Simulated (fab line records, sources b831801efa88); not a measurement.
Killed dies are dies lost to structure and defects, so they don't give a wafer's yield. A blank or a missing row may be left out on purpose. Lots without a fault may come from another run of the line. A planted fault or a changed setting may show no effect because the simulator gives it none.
A struck lot beside a sound one | flow sky130 | 18 steps out of a route of 708
Sound: wafers L185.1, L185.2, L185.5. Struck: wafers L188.2, L188.5. (L188.3 of the same lot was not struck and is left out.) The cause comes at the end.
At each step with rows: each side's tool, then ch and its chambers, then its first start. Under that, the readings that differ: sound wafers | struck wafers | difference of the means | sigmas: that difference in standard deviations of wafers without a fault.
alike: readings whose means differ by less than 2 such deviations, and words and numbers that are the same on both sides. not compared: withheld readings, readings that some wafer has no value for, bounds like >300 that may hide the same value, and numbers for which the record gives no deviation and whose values overlap.
The two part at a step that has a row with sigmas, a row that says differs or no value, or rows on one side only. Numbers that don't overlap but have no deviation are shown without sigmas and don't part them. A reading that every wafer of one side lacks parts them only if that side has two wafers or more.

first, 3 steps without rows for these wafers: SKY_VIA1_EXPOSE_09 (exposes mask VIM, target cd 150 nm); SKY_VIA1_PEB_10; SKY_VIA1_DEVELOP_11 (develop time 60 s).
SKY_VIA1_CD_MEAS_12: target cd 150 nm.
  sound on cd_sem-02, day 39 09:39; struck on cd_sem-01, day 40 16:24
  alike: cd_nm
SKY_VIA1_OVL_MEAS_13:
  sound on overlay-01, day 39 09:46; struck on overlay-02, day 40 16:30
  alike: VIA1_OVL
SKY_VIA1_ETCH_14: etches BARC in N2/H2, stops on SiO2, time 45.9 s, target depth 60 nm.
  sound on rie_diel-01 ch 1,2, day 39 09:49; struck on rie_diel-01 ch 0,3, day 40 16:32
  alike: chamber_pressure_mTorr, drypump_motor_current_A, oes_product_au, throttle_valve_pct
  not compared: rf_hours_counter_h
SKY_VIA1_ETCH_15: etches SiO2 in C4F8/O2/Ar, stops on TiN, target depth 351 nm, time 54 s.
  sound on rie_diel-01 ch 1,2, day 39 09:51; struck on rie_diel-01 ch 0,3, day 40 16:35
  alike: chamber_pressure_mTorr, oes_product_au
  not compared: rf_hours_counter_h
SKY_VIA1_STRIP_16: strips in O2/N2.
  sound on plasma_asher-01 ch 0,1, day 39 09:54; struck on plasma_asher-03 ch 0, day 40 16:37
  reading                     | sound       | struck  | difference | sigmas
  drypump_motor_current_A (A) | 5.6 4.8 5.7 | 6.3 6.4 | +1.0       | +2
  alike: chamber_pressure_mTorr, oes_product_au, strip_time_to_endpoint_s
  not compared: rf_hours_counter_h
then, 3 steps without rows for these wafers: SKY_VIA1_STRIP_17 (strips in post etch residue remover, time 1200 s); SKY_VIA1_CLEAN_18 (cleans in IPA, time 180 s); SKY_VIA1_CLEAN_19 (cleans in O3/DIW).
SKY_VIA1_SPUTTER_20: material TiN, target thk 20 nm, time 80 s.
  sound on pvd_sputter-03, day 39 10:29; struck on pvd_sputter-03, day 40 17:14
  alike: throttle_valve_pct
SKY_VIA1_CVD_21: deposits W, target thk 270 nm, time 80.902 s.
  sound on cvd_w-02 ch 0,1, day 39 10:33; struck on cvd_w-02 ch 0, day 40 17:19
  reading                            | sound             | struck      | difference | sigmas
  model.W_of_VIA1_CVD_21.thk_nm (nm) | 268.9 266.1 268.3 | 346.3 351.8 | +81.3      |
  alike: heater_power_w, susceptor_temp_C
SKY_VIA1_RS_MEAS_22: measures by four-point-probe.
  sound on film_metro-02, day 39 10:38; struck on film_metro-02, day 40 17:25
  reading            | sound             | struck      | difference | sigmas
  VIA1_W_RS (ohm/sq) | 0.428 0.433 0.429 | 0.331 0.326 | -0.101     | -22
SKY_VIA1_THK_MEAS_23: measures by xrf.
  sound on film_metro-02, day 39 10:46; struck on film_metro-02, day 40 17:32
  reading         | sound             | struck      | difference | sigmas
  VIA1_W_THK (nm) | 265.6 263.5 266.0 | 340.9 347.8 | +79.3      | +27
SKY_VIA1_CMP_24: polishes, stops on SiO2, t overpolish 15 s, target thk 0 nm.
  sound on cmp-02 ch 1,3, day 39 10:52; struck on cmp-01 ch 2, day 40 17:35
  reading                | sound    | struck | difference | sigmas
  time_to_endpoint_s (s) | 66 66 66 | 83 83  | +17        | +5
  alike: edge_zone_pressure_frac, motor_current_A
SKY_METAL2_SPUTTER_00: material Ti, target thk 15 nm, time 10 s.
  sound on pvd_sputter-02, day 39 11:07; struck on pvd_sputter-04, day 40 17:53
  alike: throttle_valve_pct
-- the record jumps here: 10 days lie between the struck wafers' starts before and after (it left off in module METAL2 and takes up again in module PAD_OPEN, whose first step shown is number 708 of the route) --
SKY_PAD_OPEN_PROBE_99:
  the record has rows for the struck wafers here (prober-01, day 50 23:13) and none for the sound ones

WHERE THEY PART
First at SKY_VIA1_STRIP_16; last, within this record, at SKY_PAD_OPEN_PROBE_99.

WHY: what the simulator had put in
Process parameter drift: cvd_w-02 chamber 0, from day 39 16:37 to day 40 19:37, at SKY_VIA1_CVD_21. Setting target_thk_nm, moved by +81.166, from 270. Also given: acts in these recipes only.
